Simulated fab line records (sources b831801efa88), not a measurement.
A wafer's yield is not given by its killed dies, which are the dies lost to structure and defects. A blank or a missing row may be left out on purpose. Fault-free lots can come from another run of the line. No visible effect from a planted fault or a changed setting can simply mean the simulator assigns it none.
A lot that was struck, set against a sound lot + flow gf180mcu + 16 out of 602 route steps
Sound: wafers L389.2, L389.4, L389.5. Wafers L397.1, L397.4, L397.5 were the ones struck. The cause is named last.
For every step that has rows: the tool of each side, followed by ch and its chambers, followed by its first start. Under that, the readings that differ: sound wafers + struck wafers + difference of the means + sigmas: that difference in standard deviations of wafers without a fault.
alike: same words and numbers on both sides, and readings whose means sit less than 2 such deviations apart. not compared: any withheld reading, any reading some wafer has no value for, any bound like >300 that may hide the same value, and any number with overlapping values for which the record gives no deviation.
The two part at a step that has a row with sigmas, a row that says differs or no value, or rows on one side only. Numbers that have no deviation but don't overlap get no sigmas and don't part them. A reading that every wafer of one side lacks parts them only if that side has two wafers or more.

first, 1 step without rows for these wafers: GF_NWELL_DEVELOP_06 (develop time 60 s).
GF_NWELL_OVL_MEAS_07:
  sound on overlay-01, day 5 23:52; struck on overlay-01, day 8 03:09
  alike: NWELL_OVL
then, 2 steps without rows for these wafers: GF_NWELL_IMPLANT_08; GF_NWELL_IMPLANT_09.
GF_NWELL_STRIP_10: strips in O2/N2.
  sound on plasma asher-02 ch 0,1, day 6 00:12; struck on plasma asher-02 ch 0,1, day 8 03:29
  alike: chamber pressure mTorr, drypump motor current A, heater power w, o2 flow sccm, oes product au, strip time to endpoint s
  not compared: rf hours counter h
GF_NWELL_TW_MEAS_11:
  sound on film metro-02, day 6 00:19; struck on film metro-04, day 8 03:35
  alike: NWELL_TW
then, 6 steps without rows for these wafers: GF_LVPWELL_DEHYDRATE_00 (time 60 s); GF_LVPWELL_HMDS_01 (prime time 60 s); GF_LVPWELL_COAT_02 (resist thk 3000 nm); GF_LVPWELL_SOFTBAKE_03; GF_LVPWELL_EXPOSE_04 (exposes mask LVPWELL, target cd 600 nm); GF_LVPWELL_PEB_05.
GF_LVPWELL_DEVELOP_06: develop time 60 s.
  sound on litho track-02 ch 0, day 6 14:00; struck on litho track-04 ch 0, day 8 19:00
  alike: resist line temp C
GF_LVPWELL_OVL_MEAS_07:
  sound on overlay-02, day 6 14:45; struck on overlay-01, day 8 19:58
| reading          | sound        | struck | difference                    | sigmas |
|------------------|--------------|--------|-------------------------------|--------|
| LVPWELL_OVL (nm) | -2.6 1.4 0.9 | - - -  | no value on the struck wafers |        |
then, 1 step without rows for these wafers: GF_LVPWELL_IMPLANT_08.
-- the record jumps here: 26 days lie between the struck wafers' starts before and after (it left off in module LVPWELL and takes up again in module PASSIVATION, whose first step shown is number 602 of the route) --
GF_PASSIVATION_PROBE_99:
  record: rows for the struck wafers here (prober-02, day 34 11:17), none for the sound ones

WHERE THEY PART
Last at GF_PASSIVATION_PROBE_99 as far as this record goes, first at GF_LVPWELL_OVL_MEAS_07.

WHY: the cause the simulator had injected
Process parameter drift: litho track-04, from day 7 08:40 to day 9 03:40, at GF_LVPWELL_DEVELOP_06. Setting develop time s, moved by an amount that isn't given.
